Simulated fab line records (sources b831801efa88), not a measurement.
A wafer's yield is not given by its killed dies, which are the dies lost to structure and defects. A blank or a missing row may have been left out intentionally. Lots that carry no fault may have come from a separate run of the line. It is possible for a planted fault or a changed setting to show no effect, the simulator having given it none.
The tool behind it: which one?	flow sky130	13 lots with 39 wafers sampled at 3 steps, on a route of 708 steps

## WHAT EACH GAUGE READ, for each wafer
SKY_FIELD_ISO_THK_MEAS_04.
lot	measured	on	FIELD_ISO_CVD_03_THK (nm)
L951	day 1 18:29	film-metro-03	167.2 167.8 166.8
L953	day 2 05:17	film-metro-04	163.7 163.9 163.3
L955	day 2 16:54	film-metro-04	166.4 167.0 166.2
L957	day 3 04:01	film-metro-02	166.1 165.3 165.8
L958	day 3 08:05	film-metro-02	165.8 166.7 164.8
L959	day 3 13:28	film-metro-03	163.6 166.7 165.0
L960	day 3 15:30	film-metro-04	167.8 167.4 167.6
L964	day 4 11:46	film-metro-02	167.1 166.7 165.1
L967	day 5 02:56	film-metro-04	166.4 167.0 167.2
L969	day 5 14:13	film-metro-03	164.9 163.9 164.8
L971	day 6 01:23	film-metro-02	163.8 162.2 161.9
L972	day 6 09:40	film-metro-03	165.6 165.5 166.5
L973	day 6 15:04	film-metro-03	163.6 163.7 164.8

SKY_SD_N_CD_MEAS_07: target cd 380 nm.
lot	measured	on	cd-nm (nm)
L951	day 28 15:26	cd-sem-02	376.9 377.5 377.7
L953	day 29 14:33	cd-sem-02	381.6 382.6 380.6
L955	day 30 00:45	cd-sem-02	381.7 378.7 381.9
L957	day 30 21:34	cd-sem-01	379.5 376.5 382.2
L958	day 30 19:37	cd-sem-01	383.1 381.4 381.8
L959	day 31 09:52	cd-sem-01	376.6 376.0 378.2
L960	day 31 18:56	cd-sem-01	379.9 378.0 378.5
L964	day 32 22:27	cd-sem-02	379.8 381.2 379.5
L967	day 33 20:24	cd-sem-02	383.0 380.7 381.6
L969	day 34 09:06	cd-sem-01	378.7 379.5 379.3
L971	day 35 07:13	cd-sem-01	378.1 380.7 381.2
L972	day 35 13:13	cd-sem-02	380.6 381.7 380.0
L973	day 36 01:48	cd-sem-02	382.7 379.9 379.6

## WHICH TOOL RAN EACH LOT (tool, then ch and the chambers of the sampled wafers, then the start)
lot	SKY_LDD_N_IMPLANT_10
L951	implanter-04 ch 0, day 18 07:46
L953	implanter-03 ch 0, day 19 10:31
L955	implanter-01 ch 0, day 20 00:47
L957	implanter-01 ch 0, day 20 21:28
L958	implanter-03 ch 0, day 20 20:47
L959	implanter-03 ch 0, day 21 11:16
L960	implanter-04 ch 0, day 21 20:22
L964	implanter-01 ch 0, day 23 03:37
L967	implanter-04 ch 0, day 24 04:34
L969	implanter-04 ch 0, day 24 18:12
L971	implanter-03 ch 0, day 25 21:29
L972	implanter-03 ch 0, day 26 04:55
L973	implanter-03 ch 0, day 26 14:19
- SKY_LDD_N_IMPLANT_10

## AS READ BY THE TOOLS THEMSELVES (means over the sampled wafers that have a number; for cases with no such wafer, the mark the record gives instead)
SKY_LDD_N_IMPLANT_10.
lot	tool	beam-on-s (s)	dose-ions-cm2
L951	implanter-04	10.10	7.5e+13
L953	implanter-03	10.07	7.5e+13
L955	implanter-01	10.04	7.5e+13
L957	implanter-01	9.89	7.5e+13
L958	implanter-03	10.06	7.5e+13
L959	implanter-03	9.92	7.5e+13
L960	implanter-04	9.79	7.5e+13
L964	implanter-01	9.93	7.5e+13
L967	implanter-04	11.03	8.5e+13
L969	implanter-04	11.16	8.5e+13
L971	implanter-03	10.06	7.5e+13
L972	implanter-03	9.86	7.5e+13
L973	implanter-03	10.01	7.5e+13

## THE ANSWER, worked out from the rows above alone
Rule: what is usual is taken from the lots themselves. The widest of any qualifying gaps counts: lots, ordered by their means at a reading, are off when they make up no more than a third of the lots, leave a main group of 4 or more, and stand apart from it by 3 or more times the standard deviation of that group's means. Not used: any main group whose means are identical at the precision the tables above print for the reading. Also off: a lot with no number at a reading for which 4 or more lots have one. Where the step has rows for the other lots, those lots are counted as sound. After the gauges, taken in route order, come the tools' own readings; for these a lot's mean is taken, as printed above. At the first step where some lot is off, the reading lying furthest off is the one used; lots without a number count as furthest.
Off, at SKY_LDD_N_IMPLANT_10 on beam-on-s: L967, L969. Mean 9.98 s and standard deviation 0.097 in the main group.
A tool fits if, at that step or a process step before it, it ran every lot that is off, and no sound lot after the first of them. One candidate fits, namely implanter-04 at SKY_LDD_N_IMPLANT_10. Its last sound lot is L960 (day 21 20:22), its first lot that is off L967 (day 24 04:34): a fault that began between those two fits.
The tool's own readings at SKY_LDD_N_IMPLANT_10 bear it out: on the lots that are off they differ by more than 5 times the standard deviation of the sound lots' means. beam-on-s reads 11.09 s there against 9.98 s on the sound lots; dose-ions-cm2 reads 8.5e+13 there against 7.5e+13 on the sound lots.

## WHAT HAD BEEN PUT IN BY THE SIMULATOR
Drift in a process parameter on implanter-04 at SKY_LDD_N_IMPLANT_10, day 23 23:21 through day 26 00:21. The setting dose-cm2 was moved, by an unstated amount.
Lots struck among those shown: L967, L969. The rule given above showed the same thing.
